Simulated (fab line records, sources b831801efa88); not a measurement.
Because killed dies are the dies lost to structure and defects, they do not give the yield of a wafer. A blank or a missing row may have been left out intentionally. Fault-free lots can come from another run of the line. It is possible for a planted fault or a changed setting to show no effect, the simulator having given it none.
Chamber matching ; flow gf180mcu ; GF_V1_CMP_04 on cmp-01 has 4 sister chambers
The step polishes SiO2. 24 wafers are shown with their chamber, then 12 later ones without.

EACH WAFER AND ITS CHAMBER
wafer;chamber;motorCurrentA (A);timeToEndpointS (s);headPressurePsi (psi)
L074.1;3;12.6;85;3.992
L074.3;0;11.7;72;3.988
L074.4;1;11.1;73;4.000
L077.2;2;11.0;85;3.997
L077.4;0;11.9;81;3.996
L077.5;3;12.7;103;3.998
L078.2;2;11.7;88;3.998
L078.3;1;11.3;74;4.008
L078.6;2;11.5;87;4.000
L080.1;0;11.9;87;4.002
L080.2;2;12.4;78;4.007
L080.5;2;12.2;88;3.991
L081.2;0;11.9;79;3.991
L081.3;2;11.7;80;4.008
L081.6;1;10.7;80;4.005
L084.1;3;12.3;83;3.990
L084.4;2;12.2;93;4.006
L084.5;3;13.0;92;4.003
L085.3;1;11.7;76;3.994
L085.4;0;12.6;79;3.986
L085.6;2;12.0;81;4.008
L086.2;2;12.4;76;4.009
L086.3;1;11.5;69;4.003
L086.6;0;11.9;80;3.979

SIGNATURES, as means of the wafers listed above
reading;chamber 0;chamber 1;chamber 2;chamber 3;scatter within a chamber
motorCurrentA;11.983;11.260;11.900;12.650;0.392
timeToEndpointS;79.67;74.40;84.00;90.75;5.8
headPressurePsi;3.99033;4.00200;4.00267;3.99575;0.00657
Rule: for a wafer and a chamber, the distance is found by dividing, reading by reading, the gap between the wafer's reading and the chamber's mean by the reading's scatter, squaring, summing and taking the root. The wafer belongs to the nearest chamber; if the next one is less than 2 further off, it can't be placed. The scatter: the root of (the sum of the squares of (reading less its chamber's mean) over the shown wafers, divided by (wafers less chambers)).

WAFERS WITH NO CHAMBER GIVEN
wafer;motorCurrentA (A);timeToEndpointS (s);headPressurePsi (psi)
L089.1;12.9;72;3.998
L089.2;11.1;76;4.006
L089.4;11.2;78;4.001
L093.2;12.7;91;3.999
L093.3;12.4;81;3.997
L093.5;11.1;86;4.013
L094.2;12.1;68;4.007
L094.4;12.5;68;4.010
L094.6;11.6;72;3.987
L096.4;12.0;73;4.003
L096.5;12.0;81;3.996
L096.6;12.6;80;4.013

CHAMBER TAKEN BY EACH
wafer;from the rows above;in truth
L089.1;can't be placed: 0 or 3 or 2 or 1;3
L089.2;can't be placed: 1 or 2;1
L089.4;can't be placed: 1 or 2 or 0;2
L093.2;can't be placed: 3 or 2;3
L093.3;can't be placed: 0 or 2 or 3 or 1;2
L093.5;can't be placed: 2 or 1 or 0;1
L094.2;can't be placed: 1 or 2 or 0 or 3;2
L094.4;can't be placed: 2 or 1 or 0 or 3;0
L094.6;can't be placed: 0 or 1 or 2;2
L096.4;can't be placed: 1 or 2 or 0 or 3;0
L096.5;can't be placed: 0 or 2 or 3 or 1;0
L096.6;can't be placed: 2 or 3 or 0 or 1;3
Correct placement for 0 of the 12. Unplaceable from these rows: 12, with the true chamber sitting among the candidates in 12. Placed wrongly: 0.
